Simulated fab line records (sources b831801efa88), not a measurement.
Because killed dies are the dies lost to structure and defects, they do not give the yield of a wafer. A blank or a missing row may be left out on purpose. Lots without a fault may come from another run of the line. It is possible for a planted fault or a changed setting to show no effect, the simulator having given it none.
Matching of chambers || flow sky130 || cmp-02 running SKY_LI_CONTACT_CMP_24: 4 sister chambers
The step polishes, stops on PSG, t overpolish 20 s, target thk 0 nm. 22 wafers are shown with their chamber, then 11 later ones without.

## WAFERS WITH THEIR CHAMBER
{"wafer": "L593.2", "chamber": 2, "motor-current-A (A)": 12.2, "time-to-endpoint-s (s)": 96, "overpolish-run-s (s)": 19.996}
{"wafer": "L593.3", "chamber": 0, "motor-current-A (A)": 9.8, "time-to-endpoint-s (s)": 90, "overpolish-run-s (s)": 19.995}
{"wafer": "L593.4", "chamber": 3, "motor-current-A (A)": 11.1, "time-to-endpoint-s (s)": 99, "overpolish-run-s (s)": 19.989}
{"wafer": "L594.1", "chamber": 1, "motor-current-A (A)": 10.5, "time-to-endpoint-s (s)": 90, "overpolish-run-s (s)": 20.002}
{"wafer": "L594.5", "chamber": 0, "motor-current-A (A)": 10.3, "time-to-endpoint-s (s)": 89, "overpolish-run-s (s)": 20.001}
{"wafer": "L594.6", "chamber": 1, "motor-current-A (A)": 10.2, "time-to-endpoint-s (s)": 88, "overpolish-run-s (s)": 19.987}
{"wafer": "L595.2", "chamber": 2, "motor-current-A (A)": 12.1, "time-to-endpoint-s (s)": 91, "overpolish-run-s (s)": 20.000}
{"wafer": "L595.3", "chamber": 1, "motor-current-A (A)": 10.4, "time-to-endpoint-s (s)": 91, "overpolish-run-s (s)": 19.996}
{"wafer": "L595.5", "chamber": 2, "motor-current-A (A)": 11.9, "time-to-endpoint-s (s)": 92, "overpolish-run-s (s)": 20.006}
{"wafer": "L598.1", "chamber": 0, "motor-current-A (A)": 10.0, "time-to-endpoint-s (s)": 88, "overpolish-run-s (s)": 20.006}
{"wafer": "L598.3", "chamber": 1, "motor-current-A (A)": 10.4, "time-to-endpoint-s (s)": 95, "overpolish-run-s (s)": 19.985}
{"wafer": "L598.5", "chamber": 1, "motor-current-A (A)": 11.0, "time-to-endpoint-s (s)": 94, "overpolish-run-s (s)": 20.011}
{"wafer": "L600.1", "chamber": 0, "motor-current-A (A)": 10.1, "time-to-endpoint-s (s)": 88, "overpolish-run-s (s)": 20.009}
{"wafer": "L600.3", "chamber": 2, "motor-current-A (A)": 11.6, "time-to-endpoint-s (s)": 97, "overpolish-run-s (s)": 19.986}
{"wafer": "L600.4", "chamber": 3, "motor-current-A (A)": 10.6, "time-to-endpoint-s (s)": 101, "overpolish-run-s (s)": 20.014}
{"wafer": "L604.3", "chamber": 2, "motor-current-A (A)": 11.2, "time-to-endpoint-s (s)": 96, "overpolish-run-s (s)": 20.011}
{"wafer": "L604.5", "chamber": 1, "motor-current-A (A)": 10.6, "time-to-endpoint-s (s)": 92, "overpolish-run-s (s)": 19.980}
{"wafer": "L604.6", "chamber": 2, "motor-current-A (A)": 12.1, "time-to-endpoint-s (s)": 96, "overpolish-run-s (s)": 20.013}
{"wafer": "L605.1", "chamber": 0, "motor-current-A (A)": 9.9, "time-to-endpoint-s (s)": 89, "overpolish-run-s (s)": 19.980}
{"wafer": "L605.2", "chamber": 2, "motor-current-A (A)": 11.7, "time-to-endpoint-s (s)": 98, "overpolish-run-s (s)": 19.991}
{"wafer": "L605.5", "chamber": 2, "motor-current-A (A)": 11.7, "time-to-endpoint-s (s)": 88, "overpolish-run-s (s)": 20.004}
{"wafer": "L607.2", "chamber": 1, "motor-current-A (A)": 10.9, "time-to-endpoint-s (s)": 88, "overpolish-run-s (s)": 20.007}

SIGNATURES, as means of the wafers listed above
{"reading": "motor-current-A", "chamber 0": 10.020, "chamber 1": 10.571, "chamber 2": 11.812, "chamber 3": 10.850, "scatter within a chamber": 0.292}
{"reading": "time-to-endpoint-s", "chamber 0": 88.80, "chamber 1": 91.14, "chamber 2": 94.25, "chamber 3": 100.00, "scatter within a chamber": 2.74}
{"reading": "overpolish-run-s", "chamber 0": 19.99820, "chamber 1": 19.99543, "chamber 2": 20.00088, "chamber 3": 20.00150, "scatter within a chamber": 0.0113}
Rule: a wafer's distance from a chamber is the root of the sum, over the readings, of the square of ((its reading less the chamber's mean) divided by the reading's scatter). If the next closest chamber is less than 2 further off than the closest, the wafer can't be placed; otherwise it belongs to the closest. The scatter: the root of (the sum of the squares of (reading less its chamber's mean) over the shown wafers, divided by (wafers less chambers)).

## WAFERS MISSING THEIR CHAMBER
{"wafer": "L607.3", "motor-current-A (A)": 11.7, "time-to-endpoint-s (s)": 102, "overpolish-run-s (s)": 19.986}
{"wafer": "L607.6", "motor-current-A (A)": 12.0, "time-to-endpoint-s (s)": 93, "overpolish-run-s (s)": 20.000}
{"wafer": "L608.4", "motor-current-A (A)": 11.1, "time-to-endpoint-s (s)": 100, "overpolish-run-s (s)": 20.004}
{"wafer": "L608.5", "motor-current-A (A)": 10.2, "time-to-endpoint-s (s)": 88, "overpolish-run-s (s)": 20.000}
{"wafer": "L608.6", "motor-current-A (A)": 10.0, "time-to-endpoint-s (s)": 89, "overpolish-run-s (s)": 20.001}
{"wafer": "L610.3", "motor-current-A (A)": 11.2, "time-to-endpoint-s (s)": 96, "overpolish-run-s (s)": 19.998}
{"wafer": "L610.4", "motor-current-A (A)": 11.8, "time-to-endpoint-s (s)": 91, "overpolish-run-s (s)": 19.997}
{"wafer": "L610.6", "motor-current-A (A)": 11.8, "time-to-endpoint-s (s)": 95, "overpolish-run-s (s)": 19.999}
{"wafer": "L613.1", "motor-current-A (A)": 10.2, "time-to-endpoint-s (s)": 89, "overpolish-run-s (s)": 19.997}
{"wafer": "L613.5", "motor-current-A (A)": 10.3, "time-to-endpoint-s (s)": 91, "overpolish-run-s (s)": 19.993}
{"wafer": "L613.6", "motor-current-A (A)": 11.1, "time-to-endpoint-s (s)": 104, "overpolish-run-s (s)": 20.014}

## WHICH CHAMBER EACH ONE RAN IN
{"wafer": "L607.3", "from the rows above": "can't be placed: 2 or 3", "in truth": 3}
{"wafer": "L607.6", "from the rows above": 2, "in truth": 2}
{"wafer": "L608.4", "from the rows above": 3, "in truth": 3}
{"wafer": "L608.5", "from the rows above": "can't be placed: 0 or 1", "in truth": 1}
{"wafer": "L608.6", "from the rows above": "can't be placed: 0 or 1", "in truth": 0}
{"wafer": "L610.3", "from the rows above": "can't be placed: 3 or 2 or 1", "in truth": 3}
{"wafer": "L610.4", "from the rows above": 2, "in truth": 2}
{"wafer": "L610.6", "from the rows above": 2, "in truth": 2}
{"wafer": "L613.1", "from the rows above": "can't be placed: 0 or 1", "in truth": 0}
{"wafer": "L613.5", "from the rows above": "can't be placed: 1 or 0", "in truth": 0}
{"wafer": "L613.6", "from the rows above": 3, "in truth": 3}
Correct placement for 5 of the 11. From these rows, 6 cannot be placed; in 6 the true chamber is one of the candidates. Wrongly placed: 0.
